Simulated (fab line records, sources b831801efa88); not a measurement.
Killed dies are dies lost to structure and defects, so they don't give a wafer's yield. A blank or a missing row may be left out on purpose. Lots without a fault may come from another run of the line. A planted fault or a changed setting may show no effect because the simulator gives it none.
fab line records | flow sky130
record lots=12 wafers=36 last_day=50
route steps=708 shown VT_ADJUST_HVTR@142 RES_PROTECT@214 POLY_GATE@224 PAD_OPEN@708
lots that met no fault: from a run of the same line without faults
start_h: hours from the record's first day to the start of the lot's first wafer shown | wait_h: hours since the lot's step before | " the same as in the row above | L1.1+2: a row that stands for several wafers | - no value, or no start given | * or withheld: withheld | < > ~ a bound
route shown NAME@n: a module of which the file shows steps, and the number in the route of the first | usual: mean/standard deviation of fault-free wafers | same: alike in all rows | chamber/n: place in a boat | sites: the reading at each site | _std_site: their standard deviation | _edge_site: outer sites' mean less inner sites' | radius_mm: how far each site lies from the wafer's centre | mask NAME#n: copy n | behind: the tool/chamber that last shaped the wafer | hold: why the lot was held/for how many hours/how that ended | device: the transistor (n, p or np) that didn't switch | end of line: the same wafers' tests at the end of the route | a step without rows: its recipe alone | killed: dies lost to structure and defects at the first sort, not the wafer's yield | map: a wafer's dies, x killed, . not, _ none there
set.NAME: the setting as run; set.NAME@STEP: as run at that earlier step | model.NAME: the simulator's own value behind a step, which no gauge read
steps of the route over a sample of lots; a table a step, a row a wafer
services: from which hour (start_h, from the record's first day; less than 0 if before it) a tool's chamber was out of use, for how many hours, and why
## steps
# step SKY_VT_ADJUST_HVTR_TW_MEAS_11
# usual VT_ADJUST_HVTR_TW=210.9/1.4
# columns lot.wafer tool chamber start_h wait_h VT_ADJUST_HVTR_TW
L630.1 film_metro-03 - 202.72 0.1 211.2
L630.4 " - " " 209.8
L630.6 " - " " 210.1
L632.1 film_metro-03 - 218.58 0.1 210.7
L632.2 " - " " 211.0
L632.4 " - " " 212.0
L634.1 film_metro-04 - 233.52 0.1 210.0
L634.2 " - " " 209.5
L634.6 " - " " 209.9
L635.1 film_metro-03 - 239.72 0.1 210.8
L635.3 " - " " 210.1
L635.4 " - " " 210.7
L638.1 film_metro-01 - 259.87 0.1 212.9
L638.4 " - " " 213.0
L638.5 " - " " 211.9
L639.1 film_metro-01 - 266.12 0.1 213.0
L639.3 " - " " 212.8
L639.6 " - " " 211.8
L640.2 film_metro-03 - 276.23 0.1 210.7
L640.3 " - " " 210.4
L640.4 " - " " 210.1
L641.1 film_metro-03 - 283.22 0.1 209.8
L641.2 " - " " 209.7
L641.4 " - " " 211.5
L642.2 film_metro-01 - 288.44 0.1 212.5
L642.3 " - " " 211.8
L642.5 " - " " 212.7
L643.1 film_metro-04 - 297.03 0.1 209.6
L643.2 " - " " 208.8
L643.3 " - " " 209.3
L652.3 film_metro-03 - 364.50 0.1 211.6
L652.4 " - " " 211.8
L652.5 " - " " 211.5
L653.2 film_metro-03 - 373.13 0.1 210.1
L653.3 " - " " 211.0
L653.6 " - " " 210.9
# step SKY_RES_PROTECT_STRIP_07
# recipe chemistry=O2/N2 power_w=1400 pressure_mtorr=1500 platen_temp_c=withheld o2_flow_sccm=3000 n2_flow_sccm=300 overash_fraction=0.5
# usual drypump_motor_current_A=5.7/0.39 o2_flow_sccm=3000/9.7 oes_product_au=0.517/0.0045 strip_time_to_endpoint_s=23.27/0.042
# columns lot.wafer tool chamber start_h wait_h drypump_motor_current_A o2_flow_sccm oes_product_au rf_hours_counter_h strip_time_to_endpoint_s
L630.1 plasma_asher-02 0 336.01 0.1 6.0 3003 0.514 49 23.18
L630.4 " 0 " " 6.0 2999 0.513 - 23.23
L630.6 " 1 " " 5.6 3001 0.506 - 23.26
L632.1 plasma_asher-03 1 353.57 0.1 5.6 3017 0.518 68 23.26
L632.2 " 0 " " 6.0 3014 0.519 68 23.26
L632.4 " 0 " " 6.0 3007 0.516 - 23.26
L634.1 plasma_asher-03 0 373.67 0.1 6.0 2990 0.523 70 23.26
L634.2 " 1 " " 5.7 3017 0.515 70 23.25
L634.6 " 0 " " 6.0 2982 0.528 - 23.22
L635.1 plasma_asher-02 0 381.71 0.1 6.0 3007 0.514 54 23.27
L635.3 " 1 " " 5.6 2988 0.518 - 23.24
L635.4 " 0 " " 6.0 3016 0.516 - 23.31
L638.1 plasma_asher-02 1 403.92 0.1 5.6 2998 0.516 56 23.26
L638.4 " 1 " " 5.6 2993 0.519 - 23.32
L638.5 " 0 " " 6.0 3009 0.517 - 23.26
L639.1 plasma_asher-04 0 412.78 0.1 4.8 3007 0.522 70 23.37
L639.3 " 0 " " 4.8 2995 0.522 - 23.27
L639.6 " 0 " " 4.8 2999 0.521 - 23.33
L640.2 plasma_asher-02 0 426.33 0.1 6.0 2998 0.510 59 23.33
L640.3 " 1 " " 5.6 2998 0.524 - 23.36
L640.4 " 0 " " 6.0 3005 0.511 - 23.33
L641.1 plasma_asher-02 1 434.21 0.1 5.6 3010 0.515 60 23.25
L641.2 " 0 " " 6.0 3009 0.516 60 23.27
L641.4 " 1 " " 5.6 3007 0.515 - 23.25
L642.2 plasma_asher-03 1 445.81 0.1 5.7 2995 0.507 1 23.30
L642.3 " 0 " " 6.0 3002 0.517 - 23.30
L642.5 " 1 " " 5.6 3007 0.517 - 23.28
L643.1 plasma_asher-02 1 454.86 0.1 5.6 3000 0.513 62 23.24
L643.2 " 0 " " 6.0 3004 0.514 62 23.25
L643.3 " 0 " " 6.0 3009 0.517 - 23.24
L652.3 plasma_asher-02 1 527.59 0.1 5.6 2995 0.516 - 23.32
L652.4 " 0 " " 6.0 3003 0.519 - 23.30
L652.5 " 1 " " 5.6 2999 0.518 - 23.29
L653.2 plasma_asher-03 0 536.56 0.1 6.0 2988 0.523 11 23.28
L653.3 " 0 " " 6.0 2987 0.522 - 23.24
L653.6 " 0 " " 6.0 2997 0.515 - 23.31
# step SKY_RES_PROTECT_TW_MEAS_08
# usual POLY_GATE_TW=4045/22
# columns lot.wafer tool chamber start_h wait_h POLY_GATE_TW
L630.1 film_metro-01 - 336.11 0.1 4057
L630.4 " - " " 4057
L630.6 " - " " 4071
L632.1 film_metro-02 - 353.67 0.1 4079
L632.2 " - " " 4067
L632.4 " - " " 4082
L634.1 film_metro-01 - 373.77 0.1 4051
L634.2 " - " " 4057
L634.6 " - " " 4053
L635.1 film_metro-01 - 381.81 0.1 4067
L635.3 " - " " 4054
L635.4 " - " " 4069
L638.1 film_metro-02 - 404.02 0.1 4053
L638.4 " - " " 4058
L638.5 " - " " 4055
L639.1 film_metro-02 - 412.88 0.1 3995
L639.3 " - " " 3994
L639.6 " - " " 3995
L640.2 film_metro-02 - 426.44 0.1 4016
L640.3 " - " " 4002
L640.4 " - " " 4030
L641.1 film_metro-01 - 434.31 0.1 4060
L641.2 " - " " 4087
L641.4 " - " " 4098
L642.2 film_metro-03 - 445.92 0.1 4031
L642.3 " - " " 4028
L642.5 " - " " 4041
L643.1 film_metro-03 - 454.96 0.1 4013
L643.2 " - " " 4025
L643.3 " - " " 4015
L652.3 film_metro-02 - 527.68 0.1 4035
L652.4 " - " " 4037
L652.5 " - " " 4048
L653.2 film_metro-02 - 536.67 0.1 4037
L653.3 " - " " 4033
L653.6 " - " " 4059
# step SKY_POLY_GATE_EXPOSE_10
# recipe mask_id=P1M na=0.68 source_shape=conventional sigma_outer=0.6 target_cd_nm=150 dose_mj=28
# columns lot.wafer tool chamber start_h wait_h mask
L630.1+4+6 krf_scanner-02 0 351.27 - P1M#0
L632.1+2+4 krf_scanner-01 0 372.91 - P1M#0
L634.1+2+6 krf_scanner-01 0 390.94 - P1M#0
L635.1+3+4 krf_scanner-01 0 399.61 - P1M#0
L638.1+4+5 krf_scanner-02 0 421.92 - P1M#0
L639.1+3+6 krf_scanner-02 0 431.71 - P1M#0
L640.2+3+4 krf_scanner-02 0 442.88 - P1M#0
L641.1+2+4 krf_scanner-01 0 451.91 - P1M#0
L642.2+3+5 krf_scanner-01 0 462.95 - P1M#0
L643.1+2+3 krf_scanner-01 0 470.82 - P1M_R1#0
L652.3+4+5 krf_scanner-01 0 544.37 - P1M#0
L653.2+3+6 krf_scanner-01 0 555.55 - P1M#0
# step SKY_POLY_GATE_CD_MEAS_13
# recipe target_cd_nm=150
# usual cd_nm=149.9/1.3
# columns lot.wafer tool chamber start_h wait_h cd_nm
L630.1 cd_sem-02 - 365.37 - 149.6
L630.4 " - " " 149.7
L630.6 " - " " 148.7
L632.1 cd_sem-02 - 387.87 - 151.6
L632.2 " - " " 151.2
L632.4 " - " " 150.4
L634.1 cd_sem-01 - 404.61 - 148.8
L634.2 " - " " 148.9
L634.6 " - " " 148.5
L635.1 cd_sem-01 - 413.07 - 149.6
L635.3 " - " " 150.3
L635.4 " - " " 149.3
L638.1 cd_sem-01 - 435.76 - 151.6
L638.4 " - " " 152.3
L638.5 " - " " 151.8
L639.1 cd_sem-01 - 447.53 - 151.4
L639.3 " - " " 153.7
L639.6 " - " " 152.2
L640.2 cd_sem-01 - 459.13 - 147.7
L640.3 " - " " 149.0
L640.4 " - " " 148.0
L641.1 cd_sem-01 - 466.93 - 151.1
L641.2 " - " " 151.2
L641.4 " - " " 150.2
L642.2 cd_sem-02 - 478.68 - 150.2
L642.3 " - " " 149.4
L642.5 " - " " 149.0
L643.1 cd_sem-01 - 486.86 - 171.2
L643.2 " - " " 171.9
L643.3 " - " " 171.6
L652.3 cd_sem-02 - 559.51 - 150.6
L652.4 " - " " 150.1
L652.5 " - " " 149.7
L653.2 cd_sem-01 - 570.44 - 149.7
L653.3 " - " " 148.8
L653.6 " - " " 148.8
# step SKY_PAD_OPEN_PROBE_99
# usual killed_at_M0_to_M3=43/6.4 killed_at_M4_up=2.8/1.7 killed_at_contacts=24/5.5 killed_at_front_end=15/4 killed_at_other=0.3/0.54 killed_dies=86/9.1 killed_on_rim=17/3.9 killed_open=47/6.6 killed_short=39/6.2
# same gross_dies=492 killed_at_back_side=0
# columns lot.wafer tool chamber start_h wait_h killed_at_M0_to_M3 killed_at_M4_up killed_at_contacts killed_at_front_end killed_at_other killed_dies killed_on_rim killed_open killed_short
L630.1 prober-01 - 1070.63 0.1 40 1 25 15 0 81 18 39 42
L630.4 prober-01 - 1070.78 0.2 31 1 26 22 1 81 16 47 34
L630.6 prober-01 - 1070.88 0.2 39 1 39 13 0 92 20 48 44
L632.1 prober-01 - 1088.44 0.1 51 6 24 11 0 92 16 45 47
L632.2 prober-01 - 1088.49 0.1 50 4 32 18 0 104 23 56 48
L632.4 prober-01 - 1088.59 0.2 58 4 18 21 1 102 21 54 48
L634.1 prober-02 - 1105.29 0.1 49 3 24 15 0 91 19 51 40
L634.2 prober-02 - 1105.34 0.1 36 5 17 13 1 72 15 40 32
L634.6 prober-02 - 1105.54 0.2 34 6 24 10 1 75 10 32 43
L635.1 prober-01 - 1108.32 0.1 39 7 30 10 1 87 17 47 40
L635.3 prober-01 - 1108.42 0.2 45 5 21 9 0 80 13 47 33
L635.4 prober-01 - 1108.47 0.2 46 3 18 13 1 81 14 44 37
L638.1 prober-02 - 1123.64 0.1 32 4 26 18 0 80 17 39 41
L638.4 prober-02 - 1123.79 0.2 49 4 13 15 0 81 16 45 36
L638.5 prober-02 - 1123.84 0.2 51 2 17 13 0 83 10 46 37
L639.1 prober-01 - 1132.02 0.1 47 0 19 20 0 86 16 42 44
L639.3 prober-01 - 1132.12 0.2 52 1 22 14 1 90 17 50 40
L639.6 prober-01 - 1132.27 0.2 34 5 35 17 0 91 21 57 34
L640.2 prober-02 - 1134.02 0.1 47 2 29 14 0 92 20 44 48
L640.3 prober-02 - 1134.07 0.2 41 8 29 12 0 90 26 49 41
L640.4 prober-02 - 1134.12 0.2 35 2 19 19 0 75 13 43 32
L641.1 prober-01 - 1137.32 0.1 42 3 20 20 0 85 15 42 43
L641.2 prober-01 - 1137.37 0.1 43 5 25 14 0 87 20 56 31
L641.4 prober-01 - 1137.47 0.2 39 3 17 13 0 72 14 38 34
L642.2 prober-02 - 1148.19 0.1 53 5 28 24 0 110 16 70 40
L642.3 prober-02 - 1148.24 0.2 43 3 24 13 0 83 14 43 40
L642.5 prober-02 - 1148.34 0.2 39 0 18 23 2 82 19 47 35
L643.1 prober-01 - 1155.79 0.1 44 0 23 77 1 145 12 44 39
L643.2 prober-01 - 1155.84 0.1 49 1 30 93 2 175 30 51 48
L643.3 prober-01 - 1155.89 0.2 45 1 26 93 0 165 20 47 47
L652.3 prober-02 - 1193.28 0.2 47 2 28 15 0 92 18 53 39
L652.4 prober-02 - 1193.33 0.2 42 5 23 15 0 85 19 41 44
L652.5 prober-02 - 1193.38 0.2 44 2 18 15 0 79 12 49 30
L653.2 prober-01 - 1197.74 0.1 48 3 23 21 1 96 16 46 50
L653.3 prober-01 - 1197.79 0.2 45 2 15 19 0 81 15 47 34
L653.6 prober-01 - 1197.94 0.2 45 4 21 11 0 81 18 38 43
# killed by level:class
L630.1 CONTACT:geometric_particle:open=10 VIA2:geometric_particle:open=8 CONTACT:geometric_particle:short=7 FIELD_ISO:geometric_particle:short=5 VIA2:geometric_particle:short=5 METAL2:geometric_particle:short=4 LOCAL_INTERCONNECT:geometric_particle:short=4 METAL1:geometric_particle:short=4
L630.4 VIA1:geometric_particle:open=13 CONTACT:geometric_particle:open=12 CONTACT:geometric_particle:short=7 POLY_GATE:geometric_particle:open=6 POLY_GATE:geometric_particle:short=5 FIELD_ISO:geometric_particle:open=4 METAL3:geometric_particle:short=4 FIELD_ISO:geometric_particle:short=3
L630.6 CONTACT:geometric_particle:open=14 LI_CONTACT:geometric_particle:open=11 CONTACT:geometric_particle:short=10 VIA1:geometric_particle:open=10 FIELD_ISO:geometric_particle:short=7 METAL2:geometric_particle:short=7 VIA1:geometric_particle:short=6 VIA3:geometric_particle:open=4
L632.1 VIA1:geometric_particle:open=9 CONTACT:geometric_particle:open=8 VIA2:geometric_particle:open=7 VIA3:geometric_particle:open=7 CONTACT:geometric_particle:short=7 METAL3:geometric_particle:short=7 LI_CONTACT:geometric_particle:open=6 VIA3:geometric_particle:short=5
L632.2 CONTACT:geometric_particle:open=11 VIA1:geometric_particle:open=11 LI_CONTACT:geometric_particle:open=8 METAL2:geometric_particle:short=7 VIA2:geometric_particle:open=7 CONTACT:geometric_particle:short=6 VIA3:geometric_particle:open=6 FIELD_ISO:geometric_particle:open=5
L632.4 VIA1:geometric_particle:open=14 METAL2:geometric_particle:short=10 VIA2:geometric_particle:open=7 VIA3:geometric_particle:short=7 FIELD_ISO:geometric_particle:short=6 CONTACT:geometric_particle:open=6 VIA3:geometric_particle:open=5 LI_CONTACT:geometric_particle:open=5
L634.1 VIA1:geometric_particle:open=10 VIA1:geometric_particle:short=9 VIA3:geometric_particle:open=9 LI_CONTACT:geometric_particle:open=8 CONTACT:geometric_particle:open=8 POLY_GATE:geometric_particle:short=5 VIA2:geometric_particle:open=5 LOCAL_INTERCONNECT:geometric_particle:short=4
L634.2 VIA1:geometric_particle:open=11 VIA3:geometric_particle:open=8 CONTACT:geometric_particle:open=7 METAL1:geometric_particle:short=7 CONTACT:geometric_particle:short=5 FIELD_ISO:geometric_particle:open=4 METAL4:geometric_particle:short=4 POLY_GATE:geometric_particle:short=3
L634.6 CONTACT:geometric_particle:open=7 METAL3:geometric_particle:short=6 LI_CONTACT:geometric_particle:open=5 METAL1:geometric_particle:short=5 VIA1:geometric_particle:short=5 VIA1:geometric_particle:open=5 METAL4:geometric_particle:short=5 VIA2:geometric_particle:open=4
L635.1 LI_CONTACT:geometric_particle:open=11 CONTACT:geometric_particle:open=10 METAL1:geometric_particle:short=7 LI_CONTACT:geometric_particle:short=6 VIA1:geometric_particle:short=6 VIA1:geometric_particle:open=6 VIA3:geometric_particle:open=6 FIELD_ISO:geometric_particle:short=4
L635.3 VIA2:geometric_particle:open=10 VIA1:geometric_particle:open=8 VIA1:geometric_particle:short=7 VIA3:geometric_particle:open=6 LI_CONTACT:geometric_particle:open=5 LOCAL_INTERCONNECT:geometric_particle:open=4 LOCAL_INTERCONNECT:geometric_particle:short=4 CONTACT:geometric_particle:open=4
L635.4 VIA1:geometric_particle:open=16 CONTACT:geometric_particle:open=7 VIA1:geometric_particle:short=7 FIELD_ISO:geometric_particle:open=5 METAL1:geometric_particle:short=5 METAL2:geometric_particle:short=5 LI_CONTACT:geometric_particle:open=4 CONTACT:geometric_particle:short=4
L638.1 CONTACT:geometric_particle:open=11 LI_CONTACT:geometric_particle:open=7 VIA1:geometric_particle:open=7 VIA1:geometric_particle:short=6 POLY_GATE:geometric_particle:short=5 FIELD_ISO:geometric_particle:short=4 LOCAL_INTERCONNECT:geometric_particle:short=4 METAL2:geometric_particle:short=4
L638.4 VIA1:geometric_particle:open=14 VIA2:geometric_particle:open=7 VIA3:geometric_particle:open=6 LI_CONTACT:geometric_particle:open=6 METAL2:geometric_particle:short=6 FIELD_ISO:geometric_particle:short=5 FIELD_ISO:geometric_particle:open=5 VIA1:geometric_particle:short=5
L638.5 VIA1:geometric_particle:open=16 CONTACT:geometric_particle:open=9 METAL2:geometric_particle:short=6 VIA2:geometric_particle:open=5 FIELD_ISO:geometric_particle:open=4 POLY_GATE:geometric_particle:short=4 METAL1:geometric_particle:short=4 VIA1:geometric_particle:short=4
L639.1 CONTACT:geometric_particle:open=9 VIA3:geometric_particle:open=9 POLY_GATE:geometric_particle:short=7 VIA1:geometric_particle:open=6 METAL2:geometric_particle:short=6 METAL3:geometric_particle:short=6 VIA3:geometric_particle:short=6 POLY_GATE:geometric_particle:open=4
L639.3 VIA2:geometric_particle:open=11 CONTACT:geometric_particle:open=10 VIA1:geometric_particle:open=8 LI_CONTACT:geometric_particle:open=6 METAL1:geometric_particle:short=6 METAL2:geometric_particle:short=6 FIELD_ISO:geometric_particle:short=5 VIA3:geometric_particle:short=5
L639.6 LI_CONTACT:geometric_particle:open=14 CONTACT:geometric_particle:open=13 VIA3:geometric_particle:open=6 VIA1:geometric_particle:open=5 METAL2:geometric_particle:short=5 VIA2:geometric_particle:open=5 LI_CONTACT:geometric_particle:short=4 VIA3:geometric_particle:short=4
L640.2 LI_CONTACT:geometric_particle:open=9 VIA1:geometric_particle:open=8 CONTACT:geometric_particle:open=8 METAL3:geometric_particle:short=7 METAL1:geometric_particle:short=6 VIA2:geometric_particle:open=6 VIA3:geometric_particle:open=5 CONTACT:geometric_particle:short=5
L640.3 VIA1:geometric_particle:open=12 CONTACT:geometric_particle:open=12 METAL4:geometric_particle:short=8 LI_CONTACT:geometric_particle:open=7 POLY_GATE:geometric_particle:open=6 CONTACT:geometric_particle:short=6 VIA3:geometric_particle:open=5 METAL1:geometric_particle:short=5
L640.4 VIA1:geometric_particle:open=11 FIELD_ISO:geometric_particle:open=7 LI_CONTACT:geometric_particle:open=7 VIA1:geometric_particle:short=6 POLY_GATE:geometric_particle:short=6 VIA2:geometric_particle:open=4 VIA3:geometric_particle:open=4 LI_CONTACT:geometric_particle:short=3
L641.1 CONTACT:geometric_particle:short=9 VIA1:geometric_particle:open=8 VIA2:geometric_particle:open=7 VIA2:geometric_particle:short=6 FIELD_ISO:geometric_particle:short=5 POLY_GATE:geometric_particle:open=5 CONTACT:geometric_particle:open=5 VIA3:geometric_particle:short=5
L641.2 VIA1:geometric_particle:open=16 CONTACT:geometric_particle:open=11 VIA1:geometric_particle:short=7 VIA2:geometric_particle:open=6 LI_CONTACT:geometric_particle:open=5 METAL3:geometric_particle:short=5 FIELD_ISO:geometric_particle:open=3 LOCAL_INTERCONNECT:geometric_particle:open=3
L641.4 METAL1:geometric_particle:short=9 VIA3:geometric_particle:open=8 LI_CONTACT:geometric_particle:open=6 VIA1:geometric_particle:open=5 VIA1:geometric_particle:short=4 CONTACT:geometric_particle:open=4 VIA2:geometric_particle:open=4 FIELD_ISO:geometric_particle:open=3
L642.2 VIA1:geometric_particle:open=14 CONTACT:geometric_particle:open=13 FIELD_ISO:geometric_particle:short=9 VIA3:geometric_particle:open=9 LI_CONTACT:geometric_particle:open=8 VIA2:geometric_particle:open=8 METAL2:geometric_particle:short=7 CONTACT:geometric_particle:short=5
L642.3 VIA1:geometric_particle:open=12 CONTACT:geometric_particle:open=7 VIA3:geometric_particle:short=7 CONTACT:geometric_particle:short=6 VIA3:geometric_particle:open=6 LI_CONTACT:geometric_particle:short=5 METAL1:geometric_particle:short=5 VIA2:geometric_particle:open=5
L642.5 VIA1:geometric_particle:open=11 VIA3:geometric_particle:open=9 POLY_GATE:geometric_particle:short=8 CONTACT:geometric_particle:open=6 VIA1:geometric_particle:short=6 LI_CONTACT:geometric_particle:open=5 FIELD_ISO:geometric_particle:open=4 FIELD_ISO:geometric_particle:short=4
L643.1 POLY_GATE:area_expose=62 VIA1:geometric_particle:open=10 CONTACT:geometric_particle:open=9 LI_CONTACT:geometric_particle:open=8 METAL2:geometric_particle:short=8 METAL1:geometric_particle:short=7 FIELD_ISO:geometric_particle:short=5 CONTACT:geometric_particle:short=5
L643.2 POLY_GATE:area_expose=76 VIA1:geometric_particle:open=13 LI_CONTACT:geometric_particle:open=10 LOCAL_INTERCONNECT:geometric_particle:short=7 CONTACT:geometric_particle:open=7 FIELD_ISO:geometric_particle:short=5 POLY_GATE:geometric_particle:short=5 METAL2:geometric_particle:short=5
L643.3 POLY_GATE:area_expose=71 CONTACT:geometric_particle:open=12 METAL1:geometric_particle:short=10 VIA1:geometric_particle:open=9 POLY_GATE:geometric_particle:short=7 LI_CONTACT:geometric_particle:open=6 CONTACT:geometric_particle:short=6 FIELD_ISO:geometric_particle:short=5
L652.3 VIA1:geometric_particle:open=14 CONTACT:geometric_particle:open=10 CONTACT:geometric_particle:short=8 METAL3:geometric_particle:short=6 FIELD_ISO:geometric_particle:short=5 LI_CONTACT:geometric_particle:open=5 VIA2:geometric_particle:open=5 FIELD_ISO:geometric_particle:open=4
L652.4 VIA1:geometric_particle:open=11 CONTACT:geometric_particle:open=10 VIA3:geometric_particle:open=7 METAL1:geometric_particle:short=5 CONTACT:geometric_particle:short=5 METAL3:geometric_particle:short=5 METAL4:geometric_particle:short=5 FIELD_ISO:geometric_particle:open=4
L652.5 VIA1:geometric_particle:open=12 CONTACT:geometric_particle:open=9 VIA3:geometric_particle:open=7 METAL2:geometric_particle:short=6 FIELD_ISO:geometric_particle:open=5 POLY_GATE:geometric_particle:open=5 VIA1:geometric_particle:short=5 VIA3:geometric_particle:short=4
L653.2 VIA1:geometric_particle:open=11 METAL2:geometric_particle:short=10 LI_CONTACT:geometric_particle:open=8 CONTACT:geometric_particle:open=7 FIELD_ISO:geometric_particle:short=6 FIELD_ISO:geometric_particle:open=5 POLY_GATE:geometric_particle:short=5 LOCAL_INTERCONNECT:geometric_particle:short=5
L653.3 VIA1:geometric_particle:open=9 VIA3:geometric_particle:open=9 POLY_GATE:geometric_particle:open=6 POLY_GATE:geometric_particle:short=6 VIA2:geometric_particle:open=6 LI_CONTACT:geometric_particle:open=4 METAL1:geometric_particle:short=4 VIA1:geometric_particle:short=4
L653.6 CONTACT:geometric_particle:open=11 VIA1:geometric_particle:open=10 METAL2:geometric_particle:short=6 VIA3:geometric_particle:open=5 METAL4:geometric_particle:short=4 POLY_GATE:geometric_particle:short=4 VIA2:geometric_particle:short=4 METAL3:geometric_particle:short=4
## services
# columns tool chamber start_h hours kind
plasma_asher-04 - 334.11 5.0 repair
krf_scanner-02 - 339.81 0.4 repair
krf_scanner-02 - 343.27 1.3 pm
plasma_asher-03 - 357.16 0.6 repair
krf_scanner-02 - 366.16 0.8 pm
krf_scanner-02 - 382.80 15.7 repair
plasma_asher-04 - 384.03 1.0 repair
krf_scanner-02 - 387.59 1.6 repair
krf_scanner-01 - 408.03 1.3 pm
krf_scanner-01 - 410.53 1.0 repair
plasma_asher-02 - 419.14 0.8 repair
plasma_asher-03 - 421.25 9.0 pm
plasma_asher-03 0 421.25 9.0 vent_cycle
plasma_asher-03 1 421.25 9.0 vent_cycle
plasma_asher-03 0 430.25 - clean
plasma_asher-03 1 430.25 - clean
krf_scanner-01 - 438.46 0.8 pm
krf_scanner-01 - 456.25 1.0 pm
krf_scanner-02 - 473.33 17.7 repair
krf_scanner-02 - 491.07 1.0 pm
krf_scanner-02 - 519.17 1.3 pm
krf_scanner-02 - 534.96 0.8 pm
## key
first_sign step=SKY_POLY_GATE_EXPOSE_10 reading=mask direction=changed
effect step=SKY_POLY_GATE_CD_MEAS_13 reading=cd_nm direction=up sigmas=17 usual=149.9 struck=171.6
effect step=SKY_PAD_OPEN_PROBE_99 reading=killed_at_front_end direction=up sigmas=18 usual=15 struck=88
more_kills_born_at SKY_POLY_GATE_EXPOSE_10@krf_scanner-01=209
met_at SKY_POLY_GATE_EXPOSE_10
struck_lots L643
tester_left_out L643
not_acting_at SKY_VT_ADJUST_HVTR_TW_MEAS_11,SKY_RES_PROTECT_STRIP_07,SKY_RES_PROTECT_TW_MEAS_08
onset_between 462.95 470.82
fault kind=wrong_mask tool=any chamber=- onset_h=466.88 steps=SKY_POLY_GATE_EXPOSE_10 aux_copy=P1M_R1#0 cd_offset_nm=22 scope=struck_lots_only
# tester_left_out: of these lots the tester's yield and bins aren't shown, on N5 and GAA mostly nor the transistor test; their killed dies are dies lost to structure and defects alone, not to doping, threshold or leakage, so they don't give the yield
